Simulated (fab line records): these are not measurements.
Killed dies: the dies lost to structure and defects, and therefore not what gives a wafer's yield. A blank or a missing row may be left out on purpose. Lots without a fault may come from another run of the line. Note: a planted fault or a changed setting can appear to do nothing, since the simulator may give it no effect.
fab line records ; flow sky130
[record] lots = 14; wafers = 42; last_day = 50
route steps=708 shown SD_P@331 LI_CONTACT@378 LOCAL_INTERCONNECT@395
lots untouched by any fault: they come from a run of this same line in which no faults occurred
start_h: start of the lot's first displayed wafer, in hours after the record's first day ; wait_h: hours from the lot's prior step to this one ; " same as the row above ; L1.1+2: a single row standing in for several wafers ; - value missing, or start not given ; * or withheld: withheld ; < > ~ a bound
route shown NAME@n: NAME is a module with steps in the file, n the number in the route of the first one ; usual: average and standard deviation across the fault-free wafers ; same: alike in all rows ; chamber/n: place in a boat ; sites: the reading at each site ; _std_site: their standard deviation ; _edge_site: outer sites' mean less inner sites' ; radius_mm: for every site, how far away it sits from the centre of the wafer ; mask NAME#n: copy n ; behind: the tool/chamber that last shaped the wafer ; hold: the reason the lot was held/the length of the hold in hours/how it ended ; device: which transistor (n, p or np) failed to switch ; end of line: the same wafers' tests at the end of the route ; a step without rows: its recipe alone ; killed: dies lost to structure and defects at the first sort, not the wafer's yield ; map: the dies of a wafer, with x for killed, . for not killed, _ for no die there
set.NAME: the run value of the setting; set.NAME@STEP: its run value at that earlier step ; model.NAME: the simulator's own value behind a step, which no gauge read
the route's steps for a sample of lots (tables are steps, rows are wafers)
services: when a tool's chamber went out of use (start_h, in hours from the record's first day, below 0 if earlier), for how many hours, and the reason
[[steps]]
[step SKY_SD_P_TW_MEAS_11]
[usual] SD_P_TW = 2822/21
lot.wafer;tool;chamber;start_h;wait_h;SD_P_TW
L986.1;film_metro-01;-;591.55;0.1;2832
L986.3;film_metro-01;-;591.55;0.1;2845
L986.5;film_metro-01;-;591.55;0.1;2839
L987.2;film_metro-01;-;594.13;0.1;2829
L987.3;film_metro-01;-;594.13;0.1;2835
L987.5;film_metro-01;-;594.13;0.1;2847
L988.2;film_metro-02;-;605.83;0.1;2839
L988.3;film_metro-02;-;605.83;0.1;2848
L988.4;film_metro-02;-;605.83;0.1;2857
L990.1;film_metro-02;-;619.85;0.1;2855
L990.3;film_metro-02;-;619.85;0.1;2869
L990.5;film_metro-02;-;619.85;0.1;2856
L992.1;film_metro-02;-;665.35;0.1;2816
L992.2;film_metro-02;-;665.35;0.1;2835
L992.4;film_metro-02;-;665.35;0.1;2828
L993.2;film_metro-03;-;665.51;0.1;2776
L993.4;film_metro-03;-;665.51;0.1;2789
L993.5;film_metro-03;-;665.51;0.1;2800
L994.2;film_metro-03;-;666.58;0.1;2801
L994.5;film_metro-03;-;666.58;0.1;2798
L994.6;film_metro-03;-;666.58;0.1;2806
L996.3;film_metro-02;-;667.72;0.1;2794
L996.5;film_metro-02;-;667.72;0.1;2822
L996.6;film_metro-02;-;667.72;0.1;2815
L997.1;film_metro-01;-;685.22;0.1;2842
L997.5;film_metro-01;-;685.22;0.1;2838
L997.6;film_metro-01;-;685.22;0.1;2825
L101.2;film_metro-02;-;716.73;0.1;2795
L101.4;film_metro-02;-;716.73;0.1;2806
L101.5;film_metro-02;-;716.73;0.1;2818
L103.4;film_metro-01;-;721.53;0.1;2818
L103.5;film_metro-01;-;721.53;0.1;2816
L103.6;film_metro-01;-;721.53;0.1;2817
L106.2;film_metro-01;-;750.83;0.1;2822
L106.3;film_metro-01;-;750.83;0.1;2844
L106.4;film_metro-01;-;750.83;0.1;2840
L107.1;film_metro-01;-;754.49;0.1;2836
L107.4;film_metro-01;-;754.49;0.1;2839
L107.6;film_metro-01;-;754.49;0.1;2832
L109.1;film_metro-01;-;766.20;0.1;2852
L109.2;film_metro-01;-;766.20;0.1;2853
L109.3;film_metro-01;-;766.20;0.1;2846
[step SKY_LI_CONTACT_STRIP_16]
[recipe] chemistry = O2/N2; power_w = 1400; pressure_mtorr = 1500; platen_temp_c = withheld; o2_flow_sccm = 3000; n2_flow_sccm = 300; overash_fraction = 0.5
[usual] drypump_motor_current_A = 5.5/0.41; oes_product_au = 0.375/0.0044; strip_time_to_endpoint_s = 3.493/0.026
lot.wafer;tool;chamber;start_h;wait_h;drypump_motor_current_A;oes_product_au;rf_hours_counter_h;strip_time_to_endpoint_s
L986.1;plasma_asher-01;0;677.88;-;5.5;0.376;56;3.518
L986.3;plasma_asher-01;0;677.88;-;5.4;0.373;-;3.509
L986.5;plasma_asher-01;1;677.88;-;5.5;0.372;-;3.522
L987.2;plasma_asher-01;1;681.53;-;5.5;0.374;57;3.503
L987.3;plasma_asher-01;1;681.53;-;5.5;0.373;-;3.517
L987.5;plasma_asher-01;1;681.53;-;5.5;0.374;-;3.502
L988.2;plasma_asher-02;0;691.28;-;5.8;0.386;102;3.541
L988.3;plasma_asher-02;1;691.28;-;4.7;0.378;-;3.531
L988.4;plasma_asher-02;0;691.28;-;5.9;0.375;-;3.519
L990.1;plasma_asher-01;0;706.48;-;5.4;0.379;59;3.556
L990.3;plasma_asher-01;1;706.48;-;5.5;0.372;-;3.526
L990.5;plasma_asher-01;1;706.48;-;5.5;0.375;-;3.502
L992.1;plasma_asher-01;0;749.78;-;5.4;0.374;64;3.543
L992.2;plasma_asher-01;1;749.78;-;5.5;0.379;64;3.530
L992.4;plasma_asher-01;0;749.78;-;5.4;0.375;-;3.487
L993.2;plasma_asher-03;1;750.68;-;5.5;0.377;31;3.487
L993.4;plasma_asher-03;0;750.68;-;6.0;0.383;-;3.501
L993.5;plasma_asher-03;0;750.68;-;6.0;0.375;-;3.499
L994.2;plasma_asher-02;0;751.13;-;5.9;0.376;1;3.463
L994.5;plasma_asher-02;1;751.13;-;4.7;0.374;-;3.468
L994.6;plasma_asher-02;0;751.13;-;5.9;0.377;-;3.451
L996.3;plasma_asher-03;0;753.36;-;6.0;0.377;-;3.490
L996.5;plasma_asher-03;1;753.36;-;5.6;0.375;-;3.444
L996.6;plasma_asher-03;0;753.36;-;6.0;0.383;-;3.501
L997.1;plasma_asher-03;1;768.35;-;5.6;0.373;33;3.497
L997.5;plasma_asher-03;1;768.35;-;5.6;0.363;-;3.476
L997.6;plasma_asher-03;0;768.35;-;6.0;0.378;-;3.477
L101.2;plasma_asher-03;1;799.17;-;5.5;0.376;36;3.505
L101.4;plasma_asher-03;0;799.17;-;6.0;0.383;-;3.491
L101.5;plasma_asher-03;0;799.17;-;6.0;0.379;-;3.501
L103.4;plasma_asher-03;1;804.33;-;5.6;0.379;-;3.522
L103.5;plasma_asher-03;0;804.33;-;6.0;0.369;-;3.490
L103.6;plasma_asher-03;1;804.33;-;5.6;0.378;-;3.481
L106.2;plasma_asher-03;1;832.23;-;5.5;0.376;39;3.428
L106.3;plasma_asher-03;0;832.23;-;6.0;0.375;-;3.456
L106.4;plasma_asher-03;1;832.23;-;5.6;0.370;-;3.438
L107.1;plasma_asher-02;0;835.23;-;5.9;0.384;9;3.513
L107.4;plasma_asher-02;1;835.23;-;4.7;0.374;-;3.498
L107.6;plasma_asher-02;0;835.23;-;5.8;0.378;-;3.507
L109.1;plasma_asher-02;0;847.60;-;5.8;0.380;10;3.483
L109.2;plasma_asher-02;1;847.60;-;4.7;0.368;10;3.461
L109.3;plasma_asher-02;1;847.60;-;4.7;0.375;-;3.471
[step SKY_LOCAL_INTERCONNECT_EXPOSE_08]
[recipe] mask_id = LI1M; na = 0.8; source_shape = annular; sigma_inner = 0.55; sigma_outer = 0.85; target_cd_nm = 170; dose_mj = 28
[usual] exposure_dose_mJ_cm2 = 28.013/0.027; focus_offset_nm = 0.0/0.62
lot.wafer;tool;chamber;start_h;wait_h;mask;exposure_dose_mJ_cm2;focus_offset_nm
L986.1;krf_scanner-02;0;694.07;-;LI1M#0;28.000;-0.1
L986.3;krf_scanner-02;0;694.07;-;LI1M#0;27.960;1.3
L986.5;krf_scanner-02;0;694.07;-;LI1M#0;27.983;1.0
L987.2;krf_scanner-02;0;697.16;-;LI1M#0;28.026;0.4
L987.3;krf_scanner-02;0;697.16;-;LI1M#0;28.007;-0.3
L987.5;krf_scanner-02;0;697.16;-;LI1M#0;28.015;0.8
L988.2;krf_scanner-01;0;706.94;-;LI1M#0;27.964;1.1
L988.3;krf_scanner-01;0;706.94;-;LI1M#0;27.979;0.0
L988.4;krf_scanner-01;0;706.94;-;LI1M#0;27.973;0.2
L990.1;krf_scanner-02;0;722.02;-;LI1M#0;27.995;-0.7
L990.3;krf_scanner-02;0;722.02;-;LI1M#0;28.042;-0.6
L990.5;krf_scanner-02;0;722.02;-;LI1M#0;27.986;-0.5
L992.1;krf_scanner-02;0;764.82;-;LI1M#0;28.013;-0.2
L992.2;krf_scanner-02;0;764.82;-;LI1M#0;28.027;-0.8
L992.4;krf_scanner-02;0;764.82;-;LI1M#0;28.034;0.6
L993.2;krf_scanner-01;0;765.64;-;LI1M#0;28.020;-0.5
L993.4;krf_scanner-01;0;765.64;-;LI1M#0;28.009;0.8
L993.5;krf_scanner-01;0;765.64;-;LI1M#0;28.017;-0.1
L994.2;krf_scanner-01;0;767.08;-;LI1M#0;28.031;-0.6
L994.5;krf_scanner-01;0;767.08;-;LI1M#0;27.993;-0.4
L994.6;krf_scanner-01;0;767.08;-;LI1M#0;28.053;-0.4
L996.3;krf_scanner-01;-;768.38;-;LI1M#0;-;-
L996.5;krf_scanner-01;-;768.38;-;LI1M#0;-;-
L996.6;krf_scanner-01;-;768.38;-;LI1M#0;-;-
L997.1;krf_scanner-02;-;782.97;-;LI1M#0;-;-
L997.5;krf_scanner-02;-;782.97;-;LI1M#0;-;-
L997.6;krf_scanner-02;-;782.97;-;LI1M#0;-;-
L101.2;krf_scanner-02;0;813.79;-;LI1M#0;27.982;-0.6
L101.4;krf_scanner-02;0;813.79;-;LI1M#0;27.988;1.0
L101.5;krf_scanner-02;0;813.79;-;LI1M#0;28.016;0.4
L103.4;krf_scanner-01;0;818.45;-;LI1M#0;27.980;0.7
L103.5;krf_scanner-01;0;818.45;-;LI1M#0;27.940;-0.4
L103.6;krf_scanner-01;0;818.45;-;LI1M#0;28.019;-0.9
L106.2;krf_scanner-02;0;847.24;-;LI1M#0;28.009;-0.1
L106.3;krf_scanner-02;0;847.24;-;LI1M#0;28.031;-0.3
L106.4;krf_scanner-02;0;847.24;-;LI1M#0;27.994;0.8
L107.1;krf_scanner-02;0;849.34;-;LI1M#0;28.011;1.0
L107.4;krf_scanner-02;0;849.34;-;LI1M#0;27.996;0.6
L107.6;krf_scanner-02;0;849.34;-;LI1M#0;28.010;-0.1
L109.1;krf_scanner-01;0;862.19;-;LI1M#0;28.027;0.7
L109.2;krf_scanner-01;0;862.19;-;LI1M#0;28.024;1.4
L109.3;krf_scanner-01;0;862.19;-;LI1M#0;27.997;0.9
[step SKY_LOCAL_INTERCONNECT_STRIP_15]
[recipe] chemistry = O2/N2; power_w = 1400; pressure_mtorr = 1500; platen_temp_c = withheld; o2_flow_sccm = 3000; n2_flow_sccm = 300; overash_fraction = 0.5
[usual] drypump_motor_current_A = 5.48/0.29; oes_product_au = 0.429/0.0045; strip_time_to_endpoint_s = 4.778/0.018
lot.wafer;tool;chamber;start_h;wait_h;drypump_motor_current_A;oes_product_au;rf_hours_counter_h;strip_time_to_endpoint_s
L986.1;plasma_asher-04;1;708.22;0.0;5.04;0.427;86;4.777
L986.3;plasma_asher-04;1;708.22;0.0;5.05;0.433;-;4.778
L986.5;plasma_asher-04;0;708.22;0.0;5.61;0.424;-;4.786
L987.2;plasma_asher-01;0;711.07;0.0;5.45;0.426;60;4.772
L987.3;plasma_asher-01;1;711.07;0.0;5.49;0.436;-;4.771
L987.5;plasma_asher-01;0;711.07;0.0;5.43;0.427;-;4.803
L988.2;plasma_asher-04;1;720.26;0.0;5.07;0.427;87;4.756
L988.3;plasma_asher-04;0;720.26;0.0;5.64;0.420;-;4.756
L988.4;plasma_asher-04;1;720.26;0.0;5.07;0.424;-;4.770
L990.1;plasma_asher-04;0;735.71;0.0;5.63;0.422;89;4.752
L990.3;plasma_asher-04;0;735.71;0.0;5.62;0.430;-;4.779
L990.5;plasma_asher-04;1;735.71;0.0;5.04;0.426;-;4.766
L992.1;plasma_asher-01;0;778.42;0.0;5.44;0.427;67;4.785
L992.2;plasma_asher-01;1;778.42;0.0;5.50;0.431;67;4.819
L992.4;plasma_asher-01;0;778.42;0.0;5.47;0.428;-;4.779
L993.2;plasma_asher-04;1;779.40;0.1;5.04;0.433;93;4.758
L993.4;plasma_asher-04;1;779.40;0.1;5.05;0.431;-;4.762
L993.5;plasma_asher-04;1;779.40;0.1;5.05;0.422;-;4.764
L994.2;plasma_asher-01;1;780.44;0.0;5.50;0.430;67;4.797
L994.5;plasma_asher-01;0;780.44;0.0;5.48;0.427;-;4.796
L994.6;plasma_asher-01;1;780.44;0.0;5.47;0.426;-;4.749
L996.3;plasma_asher-01;0;781.42;0.1;5.46;0.428;-;4.779
L996.5;plasma_asher-01;0;781.42;0.1;5.47;0.427;-;4.796
L996.6;plasma_asher-01;1;781.42;0.1;5.47;0.426;-;4.755
L997.1;plasma_asher-03;0;796.02;0.0;6.00;0.425;35;4.767
L997.5;plasma_asher-03;1;796.02;0.0;5.57;0.430;-;4.775
L997.6;plasma_asher-03;0;796.02;0.0;6.03;0.434;-;4.785
L101.2;plasma_asher-04;1;826.66;0.0;5.03;0.426;98;4.784
L101.4;plasma_asher-04;1;826.66;0.0;5.03;0.431;-;4.822
L101.5;plasma_asher-04;1;826.66;0.0;5.02;0.429;-;4.764
L103.4;plasma_asher-04;0;831.70;0.1;5.63;0.430;-;4.776
L103.5;plasma_asher-04;0;831.70;0.1;5.62;0.430;-;4.780
L103.6;plasma_asher-04;1;831.70;0.1;5.02;0.439;-;4.794
L106.2;plasma_asher-04;0;860.12;0.0;5.62;0.432;101;4.791
L106.3;plasma_asher-04;0;860.12;0.0;5.62;0.437;-;4.802
L106.4;plasma_asher-04;1;860.12;0.0;5.04;0.427;-;4.776
L107.1;plasma_asher-04;1;862.93;0.1;5.05;0.429;102;4.774
L107.4;plasma_asher-04;0;862.93;0.1;5.63;0.434;-;4.791
L107.6;plasma_asher-04;1;862.93;0.1;5.04;0.430;-;4.787
L109.1;plasma_asher-04;1;875.10;0.1;5.01;0.435;103;4.770
L109.2;plasma_asher-04;0;875.10;0.1;5.66;0.436;103;4.761
L109.3;plasma_asher-04;1;875.10;0.1;5.01;0.425;-;4.780
[[services]]
tool;chamber;start_h;hours;kind
krf_scanner-01;-;659.19;4.4;pm
krf_scanner-01;-;663.56;3.6;pm
krf_scanner-01;-;667.12;1.3;pm
krf_scanner-02;-;667.97;0.7;repair
krf_scanner-02;-;668.66;0.8;pm
krf_scanner-02;-;684.04;7.2;pm
krf_scanner-02;0;698.76;-;calibration
krf_scanner-01;-;708.64;0.2;repair
plasma_asher-04;-;710.25;3.0;repair
krf_scanner-02;-;720.83;1.0;pm
plasma_asher-02;-;733.75;9.0;pm
plasma_asher-01;-;738.37;2.1;repair
krf_scanner-01;-;744.10;0.8;pm
plasma_asher-01;-;761.39;0.6;repair
krf_scanner-02;-;766.23;1.3;pm
krf_scanner-01;-;782.51;0.8;pm
krf_scanner-01;-;783.26;1.0;pm
plasma_asher-02;-;822.15;2.8;pm
krf_scanner-02;-;830.33;0.5;repair
krf_scanner-02;-;830.80;0.8;pm
krf_scanner-02;-;835.93;0.8;repair
krf_scanner-01;-;836.91;1.3;pm
plasma_asher-03;-;846.38;1.7;repair
krf_scanner-01;-;865.91;2.2;repair
[[key]]
[first_sign] step = SKY_LOCAL_INTERCONNECT_EXPOSE_08; reading = tool_record; direction = missing
effect none on later readings
met_at SKY_LOCAL_INTERCONNECT_EXPOSE_08
struck_lots L996,L997
later_rows_left_out L996.3,L996.5,L996.6,L997.1,L997.5,L997.6
sort_left_out L996.3,L996.5,L996.6,L997.1,L997.5,L997.6
tester_left_out L996,L997
not_acting_at SKY_SD_P_TW_MEAS_11,SKY_LI_CONTACT_STRIP_16,SKY_LOCAL_INTERCONNECT_STRIP_15
onset_between 767.08 768.38
[fault] kind = skipped_step_whole; tool = krf_scanner-01,krf_scanner-02; chamber = -; onset_h = 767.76; steps = SKY_LOCAL_INTERCONNECT_EXPOSE_08; scope = struck_lots_only
// tester_left_out: of these lots the tester's yield and bins aren't shown, on N5 and GAA mostly nor the transistor test; their killed dies are dies lost to structure and defects alone, not to doping, threshold or leakage, so they don't give the yield
// sort_left_out: the simulated sort isn't trusted on such a fault, so these wafers' sort isn't shown, and their yield isn't known
// later_rows_left_out: the simulator's readings of these wafers behind a module that went badly wrong aren't trusted and aren't shown, but for the sort
